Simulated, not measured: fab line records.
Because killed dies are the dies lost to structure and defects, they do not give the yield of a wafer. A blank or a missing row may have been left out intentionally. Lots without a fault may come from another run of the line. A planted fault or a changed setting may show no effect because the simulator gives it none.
A struck lot beside a sound one + flow sky130 + 29 out of 708 route steps
Sound: wafers L462.3, L462.4, L462.5. Struck: wafers L466.2, L466.4. (L466.6 of the same lot was not struck and is left out.) The cause comes at the end.
For every step that has rows: the tool of each side, followed by ch and its chambers, followed by its first start. Under that, the readings that differ: sound wafers + struck wafers + difference of the means + sigmas: that difference in standard deviations of wafers without a fault.
alike: a reading whose means differ by less than 2 such deviations, as well as words and numbers matching on both sides. not compared: withheld readings; readings where some wafer has no value; bounds like >300 that might hide an equal value; numbers whose values overlap and for which the record gives no deviation.
The two part at a step that has a row with sigmas, a row that says differs or no value, or rows on one side only. When numbers do not overlap yet have no deviation, they are printed without sigmas and do not part them. A reading that every wafer of one side lacks parts them only if that side has two wafers or more.

SKY_POLY_GATE_CD_MEAS_13: the cd target is 150 nm.
  struck on cd-sem-02, day 19 09:40; sound on cd-sem-01, day 18 08:41
  alike: cd-nm
SKY_POLY_GATE_OVL_MEAS_14:
  struck on overlay-01, day 19 09:46; sound on overlay-02, day 18 08:46
  alike: POLY_GATE_OVL
SKY_POLY_GATE_ETCH_15: etches BARC in N2/H2, stops on SiO2, time 118.5 s, target depth 110 nm.
  sound on rie-diel-03 ch 0,3, day 18 08:47; struck on rie-diel-02 ch 1,3, day 19 09:47
  alike: drypump-motor-current-A, h2-flow-sccm, n2-flow-sccm, oes-product-au, throttle-valve-pct
  not compared: rf-hours-counter-h
SKY_POLY_GATE_ETCH_16: etches Si3N4 in CH3F/O2, stops on poly-Si, time 147.5 s, target depth 75 nm.
  sound on rie-diel-03 ch 0,3, day 18 08:52; struck on rie-diel-02 ch 1,3, day 19 09:52
  alike: drypump-motor-current-A, oes-product-au, throttle-valve-pct
  not compared: rf-hours-counter-h
SKY_POLY_GATE_ETCH_17: etches poly-Si in HBr/Cl2, stops on SiO2, target depth 180 nm, time 70.5 s.
  sound on rie-si-02 ch 1,3, day 18 08:58; struck on rie-si-01 ch 2,3, day 19 09:58
  alike: drypump-motor-current-A, oes-product-au, throttle-valve-pct
  not compared: rf-hours-counter-h
SKY_POLY_GATE_STRIP_18: strips in O2/N2.
  sound on plasma-asher-04 ch 0,1, day 18 09:04; struck on plasma-asher-02 ch 0,1, day 19 10:02
  alike: drypump-motor-current-A, n2-flow-sccm, oes-product-au, strip-time-to-endpoint-s
  not compared: rf-hours-counter-h
then, 2 steps without rows for these wafers: SKY_POLY_GATE_CLEAN_19 (cleans in SC1/SC2, time 150 s); SKY_POLY_GATE_OXIDATION_20 (stabilise 600 s, purge 300 s, target thk 4 nm).
SKY_POLY_GATE_THK_MEAS_21:
  struck on film-metro-01, day 19 11:56; sound on film-metro-01, day 18 12:44
  alike: POLY_GATE_OXIDATION_THK
SKY_POLY_GATE_CD_MEAS_22:
  struck on cd-sem-02, day 19 12:01; sound on cd-sem-01, day 18 12:50
  alike: cd-nm
then, 2 steps without rows for these wafers: SKY_LDD_N_DEHYDRATE_00 (time 60 s); SKY_LDD_N_HMDS_01 (prime time 60 s).
SKY_LDD_N_COAT_02: resist thk 300 nm.
  sound on litho-track-03 ch 0, day 19 03:49; struck on litho-track-03 ch 0, day 20 03:18
| reading                                    | sound           | struck      | difference | sigmas |
|--------------------------------------------|-----------------|-------------|------------|--------|
| model.NOVOLAK_of_LDD_N_COAT_02.thk-nm (nm) | 298.1 299.1 299 | 316.9 318.5 | +19.0      |        |
  alike: chill-plate-temp-C, exhaust-pa, spin-speed-rpm
then, 3 steps without rows for these wafers: SKY_LDD_N_SOFTBAKE_03 (time 60 s); SKY_LDD_N_EXPOSE_04 (exposes mask NTM, target cd 840 nm); SKY_LDD_N_PEB_05.
SKY_LDD_N_DEVELOP_06: develop time 60 s.
  sound on litho-track-03 ch 0, day 19 18:49; struck on litho-track-04 ch 0, day 20 17:43
| reading                                    | sound             | struck      | difference | sigmas |
|--------------------------------------------|-------------------|-------------|------------|--------|
| model.NOVOLAK_of_LDD_N_COAT_02.thk-nm (nm) | 297.7 298.6 298.6 | 316.5 318.1 | +19.0      |        |
  alike: chill-plate-temp-C, exhaust-pa
SKY_LDD_N_OVL_MEAS_07:
  struck on overlay-01, day 20 17:50; sound on overlay-02, day 19 18:56
  alike: LDD_N_OVL
then, 8 steps without rows for these wafers: SKY_LDD_N_IMPLANT_08; SKY_LDD_N_IMPLANT_09; SKY_LDD_N_IMPLANT_10; SKY_LDD_N_IMPLANT_11; SKY_LDD_N_IMPLANT_12; SKY_LDD_N_IMPLANT_13; SKY_LDD_N_IMPLANT_14; SKY_LDD_N_IMPLANT_15.
SKY_LDD_N_STRIP_16: strips in O2/N2.
  sound on plasma-asher-02 ch 0,1, day 19 20:11; struck on plasma-asher-01 ch 0, day 20 19:04
| reading                      | sound             | struck      | difference | sigmas |
|------------------------------|-------------------|-------------|------------|--------|
| oes-product-au (a.u.)        | 0.398 0.407 0.406 | 0.412 0.420 | +0.012     | +3     |
| strip-time-to-endpoint-s (s) | 4.282 4.307 4.308 | 4.543 4.553 | +0.249     | +17    |
  alike: drypump-motor-current-A, n2-flow-sccm
  not compared: rf-hours-counter-h
SKY_LDD_N_TW_MEAS_17:
  struck on film-metro-01, day 20 19:11; sound on film-metro-01, day 19 20:17
  alike: LDD_N_TW
-- here the record skips 27 days between the struck wafers' starts before and after, leaving off in module LDD_N and picking up in module PAD_OPEN (first step shown: number 708 of the route) --
SKY_PAD_OPEN_PROBE_99:
  struck on prober-01, day 47 16:39; sound on prober-01, day 47 01:44
| reading         | sound | struck | difference | sigmas |
|-----------------|-------|--------|------------|--------|
| killed-at-other | 2     | 1 0    | -2         | -3     |
  alike: killed_at_M0_to_M3, killed_at_M4_up, killed-at-contacts, killed-at-front-end, killed-dies, killed-open, killed-short

WHERE THEY PART
At SKY_LDD_N_STRIP_16 first; at SKY_PAD_OPEN_PROBE_99 last (within this record only).

WHY: whatever the simulator had introduced
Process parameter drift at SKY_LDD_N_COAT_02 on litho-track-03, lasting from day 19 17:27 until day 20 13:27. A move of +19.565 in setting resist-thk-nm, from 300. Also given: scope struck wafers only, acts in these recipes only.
